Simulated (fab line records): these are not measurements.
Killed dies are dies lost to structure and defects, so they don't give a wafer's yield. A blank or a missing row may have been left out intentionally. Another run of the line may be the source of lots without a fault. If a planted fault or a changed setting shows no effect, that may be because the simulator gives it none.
fab line records    flow sky130
[record] lots = 6  wafers = 18  lastDay = 50
route steps=708 shown VT_ADJUST_LVTN@116 VT_ADJUST_NCORE@119
lots that met no fault: from a run of the same line without faults
startH: hours from the record's opening day to when the first of the lot's shown wafers began    waitH: time in hours since the lot's previous step    " same as the row above    L1.1+2: a row that stands for several wafers    - value missing, or start not given    * or withheld: withheld    < > ~ a bound
route shown NAME@n: a module of which the file shows steps, and the number in the route of the first    usual: mean/standard deviation of fault-free wafers    same: alike in all rows    chamber/n: place in a boat    sites: each site's reading    _std_site: the standard deviation of these    _edge_site: the outer-site mean with the inner-site mean subtracted    radiusMm: for every site, how far away it sits from the centre of the wafer    mask NAME#n: copy n    behind: the last tool/chamber to shape the wafer    hold: reason for holding the lot/hours on hold/outcome of the hold    device: which transistor (n, p or np) failed to switch    end of line: the tests these same wafers got at the end of their route    step lacking rows: just its recipe    killed: count of dies lost to structure and defects at first sort (not the wafer's yield)    map: the dies of a wafer, with x for killed, . for not killed, _ for no die there
set.NAME: the setting that was run; set.NAME@STEP: the one run at that earlier step    model.NAME: the simulator's own value behind a step, which no gauge read
a table for each step, a row for each wafer; lots at some steps of the route
services: from which hour (startH, from the record's first day; less than 0 if before it) a tool's chamber was out of use, for how many hours, and why
[[steps]]
[step SKY_VT_ADJUST_LVTN_IMPLANT_19]
[recipe] species = B  energyKev = 30  doseCm2 = 6.5e+11  tiltDeg = withheld
[step SKY_VT_ADJUST_LVTN_STRIP_20]
[recipe] chemistry = O2/N2  powerW = 1400  pressureMtorr = 1500  platenTempC = withheld  o2FlowSccm = 3000  n2FlowSccm = 300  overashFraction = 0.5
[usual] drypumpMotorCurrentA = 5.8/0.35  oesProductAu = 0.715/0.0044  stripTimeToEndpointS = 14.20/0.044
lot.wafer  tool            chamber  startH  waitH  drypumpMotorCurrentA  oesProductAu  rfHoursCounterH  stripTimeToEndpointS
L832.2     plasmaAsher-02  1        215.63  0.1    6.1                   0.719         10               14.16
L832.3     "               0        "       "      5.8                   0.710         -                14.19
L832.6     "               1        "       "      6.1                   0.714         -                14.19
L841.1     plasmaAsher-01  1        276.72  0.1    5.6                   0.718         45               14.29
L841.4     "               0        "       "      6.2                   0.709         -                14.29
L841.6     "               0        "       "      6.2                   0.714         -                14.27
L842.1     plasmaAsher-02  0        282.81  0.1    5.8                   0.712         17               14.23
L842.2     "               1        "       "      6.1                   0.720         17               14.20
L842.4     "               0        "       "      5.8                   0.722         -                14.27
L844.1     plasmaAsher-02  0        303.22  0.1    5.8                   0.720         19               14.17
L844.2     "               1        "       "      6.1                   0.709         19               14.19
L844.5     "               0        "       "      5.8                   0.720         -                14.14
L845.1     plasmaAsher-04  0        310.81  0.1    5.9                   0.714         62               14.22
L845.4     "               1        "       "      4.9                   0.715         -                14.19
L845.6     "               0        "       "      5.9                   0.711         -                14.24
L846.1     plasmaAsher-01  1        319.93  0.1    5.5                   0.719         49               14.16
L846.2     "               0        "       "      6.2                   0.716         49               14.14
L846.4     "               0        "       "      6.2                   0.717         -                14.18
[step SKY_VT_ADJUST_LVTN_TW_MEAS_21]
[usual] VT_ADJUST_LVTN_2_TW = 187.4/2.2
lot.wafer  tool          chamber  startH  waitH  VT_ADJUST_LVTN_2_TW
L832.2     filmMetro-04  -        215.74  0.1    190.2
L832.3     "             -        "       "      191.0
L832.6     "             -        "       "      189.8
L841.1     filmMetro-03  -        276.82  0.1    186.0
L841.4     "             -        "       "      185.9
L841.6     "             -        "       "      186.5
L842.1     filmMetro-04  -        282.91  0.1    190.9
L842.2     "             -        "       "      190.9
L842.4     "             -        "       "      191.0
L844.1     filmMetro-01  -        303.32  0.1    186.1
L844.2     "             -        "       "      186.3
L844.5     "             -        "       "      186.0
L845.1     filmMetro-03  -        310.91  0.1    185.6
L845.4     "             -        "       "      184.9
L845.6     "             -        "       "      185.3
L846.1     filmMetro-04  -        320.03  0.1    191.7
L846.2     "             -        "       "      191.0
L846.4     "             -        "       "      191.2
[step SKY_VT_ADJUST_NCORE_DEHYDRATE_00]
[recipe] tempC = 200  timeS = 60
[step SKY_VT_ADJUST_NCORE_HMDS_01]
[recipe] primeTimeS = 60  primeTempC = 120
[step SKY_VT_ADJUST_NCORE_COAT_02]
[recipe] resist = NOVOLAK  spinRpm = 3000  resistThkNm = 1140
[step SKY_VT_ADJUST_NCORE_SOFTBAKE_03]
[recipe] tempC = 90  timeS = 60  resist = NOVOLAK
[step SKY_VT_ADJUST_NCORE_EXPOSE_04]
[recipe] maskId = LVTN_COMPLEMENT_THIN  na = 0.6  sourceShape = conventional  sigmaOuter = 0.6  polarization = unpolarized  targetCdNm = 380  doseMj = 139
[step SKY_VT_ADJUST_NCORE_PEB_05]
[recipe] tempC = withheld  timeS = *  resist = NOVOLAK
[step SKY_VT_ADJUST_NCORE_DEVELOP_06]
[recipe] resist = NOVOLAK  developer = TMAH  developTimeS = 60  devTempC = 23
[step SKY_VT_ADJUST_NCORE_CD_MEAS_07]
[recipe] targetCdNm = 380
[usual] cdNm = 380.3/2.7
lot.wafer  tool      chamber  startH  waitH  cdNm
L832.2     cdSem-01  -        238.67  0.1    383.6
L832.3     "         -        "       "      378.8
L832.6     "         -        "       "      380.1
L841.1     cdSem-02  -        301.84  0.1    382.7
L841.4     "         -        "       "      380.4
L841.6     "         -        "       "      378.5
L842.1     cdSem-01  -        308.84  0.2    380.4
L842.2     "         -        "       "      378.4
L842.4     "         -        "       "      380.4
L844.1     cdSem-01  -        329.70  0.1    382.0
L844.2     "         -        "       "      379.5
L844.5     "         -        "       "      381.8
L845.1     cdSem-01  -        337.15  0.1    378.6
L845.4     "         -        "       "      376.6
L845.6     "         -        "       "      378.1
L846.1     cdSem-01  -        346.19  0.1    375.4
L846.2     "         -        "       "      378.5
L846.4     "         -        "       "      378.5
[step SKY_VT_ADJUST_NCORE_OVL_MEAS_08]
[usual] VT_ADJUST_NCORE_OVL = 0.5/1.2
lot.wafer  tool        chamber  startH  waitH  VT_ADJUST_NCORE_OVL[nm]
L832.2     overlay-01  -        238.78  0.1    1.6
L832.3     "           -        "       "      1.5
L832.6     "           -        "       "      -0.1
L841.1     overlay-01  -        301.96  0.1    -1.8
L841.4     "           -        "       "      -2.1
L841.6     "           -        "       "      -1.4
L842.1     overlay-01  -        308.96  0.1    -1.6
L842.2     "           -        "       "      -0.1
L842.4     "           -        "       "      0.7
L844.1     overlay-01  -        329.82  0.1    2.1
L844.2     "           -        "       "      1.5
L844.5     "           -        "       "      3.1
L845.1     overlay-02  -        337.27  0.1    -1.0
L845.4     "           -        "       "      -1.0
L845.6     "           -        "       "      0.5
L846.1     overlay-01  -        346.31  0.1    0.2
L846.2     "           -        "       "      1.1
L846.4     "           -        "       "      1.7
[step SKY_VT_ADJUST_NCORE_IMPLANT_09]
[recipe] species = B  energyKev = 10  doseCm2 = 2.4e+12  tiltDeg = withheld
[usual] beamEnergyKeV = 10.000/0.0032  beamOnS = 10.01/0.2
lot.wafer  tool          chamber  startH  waitH  beamEnergyKeV  beamOnS
L832.2     implanter-02  0        238.83  0.0    10.003         10.00
L832.3     "             0        "       "      9.996          10.03
L832.6     "             0        "       "      10.004         9.53
L841.1     implanter-03  -        302.00  0.0    -              -
L841.4     "             -        "       "      -              -
L841.6     "             -        "       "      -              -
L842.1     implanter-03  -        309.00  0.0    -              -
L842.2     "             -        "       "      -              -
L842.4     "             -        "       "      -              -
L844.1     implanter-01  0        329.86  0.0    10.006         10.20
L844.2     "             0        "       "      10.000         10.06
L844.5     "             0        "       "      10.001         9.97
L845.1     implanter-03  0        337.31  0.0    10.003         9.81
L845.4     "             0        "       "      10.002         9.99
L845.6     "             0        "       "      10.001         10.12
L846.1     implanter-01  0        346.35  0.0    9.998          9.91
L846.2     "             0        "       "      10.004         9.96
L846.4     "             0        "       "      9.995          10.13
[step SKY_VT_ADJUST_NCORE_STRIP_10]
[recipe] chemistry = O2/N2  powerW = 1400  pressureMtorr = 1500  platenTempC = withheld  o2FlowSccm = 3000  n2FlowSccm = 300  overashFraction = 0.5
[usual] drypumpMotorCurrentA = 5.92/0.29  oesProductAu = 0.716/0.0048  stripTimeToEndpointS = 14.21/0.039
lot.wafer  tool            chamber  startH  waitH  drypumpMotorCurrentA  oesProductAu  rfHoursCounterH  stripTimeToEndpointS
L832.2     plasmaAsher-01  1        238.96  0.1    5.55                  0.716         41               14.27
L832.3     "               0        "       "      6.21                  0.719         -                14.26
L832.6     "               1        "       "      5.57                  0.709         -                14.28
L841.1     plasmaAsher-01  1        302.15  0.1    5.56                  0.716         47               14.18
L841.4     "               1        "       "      5.56                  0.716         -                14.16
L841.6     "               0        "       "      6.22                  0.714         -                14.19
L842.1     plasmaAsher-03  0        309.15  0.1    5.55                  0.715         61               14.14
L842.2     "               1        "       "      6.33                  0.711         61               14.15
L842.4     "               0        "       "      5.54                  0.713         -                14.20
L844.1     plasmaAsher-02  0        330.01  0.1    5.78                  0.714         21               14.28
L844.2     "               1        "       "      6.05                  0.714         21               14.27
L844.5     "               0        "       "      5.78                  0.721         -                14.27
L845.1     plasmaAsher-03  1        337.46  0.1    6.36                  0.714         64               14.21
L845.4     "               1        "       "      6.32                  0.717         -                14.22
L845.6     "               1        "       "      6.35                  0.725         -                14.23
L846.1     plasmaAsher-03  1        346.50  0.1    6.33                  0.714         65               14.25
L846.2     "               0        "       "      5.58                  0.724         65               14.23
L846.4     "               0        "       "      5.57                  0.713         -                14.25
[step SKY_VT_ADJUST_NCORE_TW_MEAS_11]
[usual] VT_ADJUST_NCORE_TW = 217.0/1.6
lot.wafer  tool          chamber  startH  waitH  VT_ADJUST_NCORE_TW
L832.2     filmMetro-01  -        239.07  0.1    216.8
L832.3     "             -        "       "      217.7
L832.6     "             -        "       "      217.7
L841.1     filmMetro-03  -        302.25  0.1    29.4
L841.4     "             -        "       "      29.6
L841.6     "             -        "       "      29.6
L842.1     filmMetro-03  -        309.25  0.1    29.7
L842.2     "             -        "       "      29.7
L842.4     "             -        "       "      29.7
L844.1     filmMetro-01  -        330.11  0.1    216.4
L844.2     "             -        "       "      216.2
L844.5     "             -        "       "      215.8
L845.1     filmMetro-03  -        337.56  0.1    216.3
L845.4     "             -        "       "      215.8
L845.6     "             -        "       "      215.0
L846.1     filmMetro-01  -        346.60  0.1    217.9
L846.2     "             -        "       "      217.2
L846.4     "             -        "       "      218.6
[[services]]
tool            chamber  startH  hours  kind
implanter-01    -        209.01  2.9    repair
plasmaAsher-01  -        210.37  3.9    repair
plasmaAsher-03  -        214.46  12.2   repair
implanter-03    -        232.98  2.4    repair
implanter-01    -        270.07  8.1    repair
implanter-02    -        289.32  6.4    repair
plasmaAsher-03  -        296.54  0.3    repair
implanter-02    -        305.97  0.5    repair
plasmaAsher-04  -        331.91  1.4    repair
implanter-02    -        332.93  4.2    pm
plasmaAsher-04  -        336.84  2.8    pm
[[key]]
[firstSign] step = SKY_VT_ADJUST_NCORE_IMPLANT_09  reading = toolRecord  direction = missing
[effect] step = SKY_VT_ADJUST_NCORE_TW_MEAS_11  reading = VT_ADJUST_NCORE_TW  direction = down  sigmas = 99+  usual = 217.0  struck = 29.6
metAt SKY_VT_ADJUST_NCORE_IMPLANT_09
struckWafers L841.1,L841.4,L841.6,L842.1,L842.2,L842.4
laterRowsLeftOut L841.1,L841.4,L841.6,L842.1,L842.2,L842.4
sortLeftOut L841.1,L841.4,L841.6,L842.1,L842.2,L842.4
testerLeftOut L841,L842
[fault] kind = skippedStepWhole  tool = implanter-03  chamber = -  onsetH = 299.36  steps = SKY_VT_ADJUST_NCORE_IMPLANT_09  scope = struckLotsOnly
// testerLeftOut: of these lots the tester's yield and bins aren't shown, on N5 and GAA mostly nor the transistor test; their killed dies are dies lost to structure and defects alone, not to doping, threshold or leakage, so they don't give the yield
// sortLeftOut: the simulated sort isn't trusted on such a fault, so these wafers' sort isn't shown, and their yield isn't known
// laterRowsLeftOut: the simulator's readings of these wafers behind a module that went badly wrong aren't trusted and aren't shown, but for the sort
